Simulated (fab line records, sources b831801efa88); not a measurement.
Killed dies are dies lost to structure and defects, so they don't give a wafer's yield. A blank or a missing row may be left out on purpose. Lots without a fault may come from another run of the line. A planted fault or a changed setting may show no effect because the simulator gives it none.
One fault seen from 2 desks | flow sky130 | each desk has only its own numbers; what lay behind them comes last

THE METROLOGY DESK
What the gauges read, lot by lot, whatever tool the lot ran on: means of the sampled wafers that have a number. A lot is out of limits, marked OUT, if its mean lies more than 4 standard deviations from the usual mean; the brackets give that distance.
Columns: A = VIA4_BOW at SKY_VIA4_BOW_MEAS_03, usual 79 um
lot  | first seen here | A
L141 | day 41 12:58    | 76
L143 | day 42 02:41    | 84
L144 | day 42 10:10    | 72
L145 | day 42 15:52    | 83
L149 | day 44 06:18    | 75
L147 | day 44 07:47    | 79
L155 | day 45 11:14    | 87
L156 | day 45 16:42    | 68
L160 | day 47 01:14    | 77
L161 | day 47 04:55    | 79
L164 | day 48 18:23    | 72
This desk's finding: nothing out of limits on any of the 11 lots.

THE TOOL OWNER'S DESK: litho_track-04
The tool's own readings at SKY_VIA4_SOFTBAKE_07 (time 60 s): means of the sampled wafers that have a number, for each lot that ran on this tool. A lot is out of limits, marked OUT, if its mean lies more than 4 standard deviations from the usual mean; the brackets give that distance.
Columns: A = resist_line_temp_C at SKY_VIA4_SOFTBAKE_07, usual 23.01 C; B = run_length_s at SKY_VIA4_SOFTBAKE_07, usual 89.32 s
lot  | first seen here | A     | B
L141 | day 42 01:06    | 23.00 | 89.23
L143 | day 42 12:48    | 23.00 | 89.31
L149 | day 44 15:50    | 23.04 | 89.26
L155 | day 45 21:38    | 23.01 | 95.38 (+47) OUT
L156 | day 46 04:23    | 23.06 | 95.42 (+47) OUT
This desk's finding: out of limits on L155, L156; first on L155, day 45 21:38 (run_length_s at SKY_VIA4_SOFTBAKE_07). In limits: L141, L143, L149.

PUT TOGETHER
The tool owner's desk could have raised an alarm at day 45 21:38, on L155, L156.
The metrology desk saw nothing out of limits.
The metrology desk has L155, L156 on record, within its limits.
Of the lots named, all ran SKY_VIA4_SOFTBAKE_07 on litho_track-04.

WHAT THE SIMULATOR HAD PUT IN
Process parameter drift: litho_track-04, from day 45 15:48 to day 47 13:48, at SKY_VIA4_SOFTBAKE_07. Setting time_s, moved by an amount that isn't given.
Lots struck among those shown: L155, L156.
Hours from the fault's start to each desk's first reading out of limits: the tool owner's desk, 6.
